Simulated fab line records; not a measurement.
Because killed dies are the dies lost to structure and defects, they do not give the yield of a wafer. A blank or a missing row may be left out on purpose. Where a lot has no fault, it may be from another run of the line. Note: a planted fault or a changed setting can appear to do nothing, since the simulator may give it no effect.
A struck lot beside a sound one / flow sky130 / 16 steps out of a route of 708
Sound: these wafers, L980.1, L980.5, L980.6. Struck: wafers L983.1, L983.3 (left out: L983.4, a lot-mate that was not struck); the cause follows at the end.
Each step with rows lists, per side, the tool, then ch with its chambers, then its first start. Under that, the readings that differ: sound wafers / struck wafers / difference of the means / sigmas: that difference in standard deviations of wafers without a fault.
alike: same words and numbers on both sides, and readings whose means sit less than 2 such deviations apart. not compared: any withheld reading, any reading some wafer has no value for, any bound like >300 that may hide the same value, and any number with overlapping values for which the record gives no deviation.
The two part at a step that has a row with sigmas, a row that says differs or no value, or rows on one side only. Numbers that don't overlap but have no deviation are shown without sigmas and don't part them. Lack of a reading on every wafer of one side parts them only where that side has two or more wafers.

first, 3 steps without rows for these wafers: SKY_METAL1_EXPOSE_12 (exposes mask MM1, target cd 140 nm); SKY_METAL1_PEB_13; SKY_METAL1_DEVELOP_14 (develop time 60 s).
SKY_METAL1_CD_MEAS_15: target cd 140 nm.
  sound on cd_sem-02, day 34 09:40; struck on cd_sem-02, day 35 04:58
  alike: cd_nm
SKY_METAL1_OVL_MEAS_16:
  sound on overlay-02, day 34 09:47; struck on overlay-02, day 35 05:05
  alike: METAL1_OVL
SKY_METAL1_DESCUM_17: chemistry O2, time 8 s.
  sound on rie_metal-02 ch 0,1, day 34 09:49; struck on rie_metal-04 ch 1, day 35 05:07
  alike: drypump_motor_current_A, oes_product_au
  not compared: rf_hours_counter_h
SKY_METAL1_ETCH_18: etches BARC in N2/H2, stops on SiO2, time 45.9 s, target depth 60 nm.
  sound on rie_metal-02 ch 0,1, day 34 09:52; struck on rie_metal-04 ch 1, day 35 05:09
  alike: drypump_motor_current_A, oes_product_au, throttle_valve_pct
  not compared: rf_hours_counter_h
SKY_METAL1_METAL_ETCH_19: etches the open film in Cl2/BCl3, stops on SiO2, target depth 360 nm, time 78 s.
  sound on rie_metal-02 ch 0,1, day 34 09:55; struck on rie_metal-04 ch 1, day 35 05:14
  alike: drypump_motor_current_A, oes_product_au, throttle_valve_pct
  not compared: rf_hours_counter_h
SKY_METAL1_STRIP_20: strips in O2/N2.
  sound on plasma_asher-03 ch 0,1, day 34 10:01; struck on plasma_asher-02 ch 1, day 35 05:22
  alike: drypump_motor_current_A, oes_product_au, strip_time_to_endpoint_s
  not compared: rf_hours_counter_h
then, 3 steps without rows for these wafers: SKY_METAL1_STRIP_21 (strips in post etch residue remover, time 1200 s); SKY_METAL1_CLEAN_22 (cleans in IPA, time 180 s); SKY_METAL1_CLEAN_23 (cleans in O3/DIW).
SKY_VIA1_HDPCVD_00: deposits SiO2, target thk 1030 nm, time 171.7 s.
  sound on hdpcvd-01 ch 1,2, day 34 10:36; struck on hdpcvd-02 ch 0,2, day 35 05:58
reading=model.SiO2_of_VIA1_HDPCVD_00.thk_nm (nm); sound=1011 1014 1027; struck=662.7 633.3; difference=-369.3; sigmas=
  alike: pressure_mtorr
SKY_VIA1_THK_MEAS_01:
  sound on film_metro-01, day 34 10:43; struck on film_metro-01, day 35 06:05
reading=VIA1_HDPCVD_THK (nm); sound=1011 1015 1027; struck=663 633; difference=-370; sigmas=-34
SKY_VIA1_CMP_02: polishes SiO2.
  sound on cmp-01 ch 0,1,3, day 34 10:55; struck on cmp-02 ch 0,2, day 35 06:08
  alike: motor_current_A
-- the record jumps here: 12 days lie between the struck wafers' starts before and after (it left off in module VIA1 and takes up again in module PAD_OPEN, whose first step shown is number 708 of the route) --
SKY_PAD_OPEN_PROBE_99:
  sound on prober-01, day 47 00:44; struck on prober-02, day 47 14:05
reading=model.etest.met2_comb.leak_log10_a_um; sound=-11.78 -11.98 -11.99; struck=-11.65 -11.3; difference=+0.44; sigmas=

WHERE THEY PART
Only at SKY_VIA1_THK_MEAS_01, within this record. Later steps at which nothing parts them and some readings are alike: SKY_VIA1_CMP_02.

WHY: whatever the simulator had introduced
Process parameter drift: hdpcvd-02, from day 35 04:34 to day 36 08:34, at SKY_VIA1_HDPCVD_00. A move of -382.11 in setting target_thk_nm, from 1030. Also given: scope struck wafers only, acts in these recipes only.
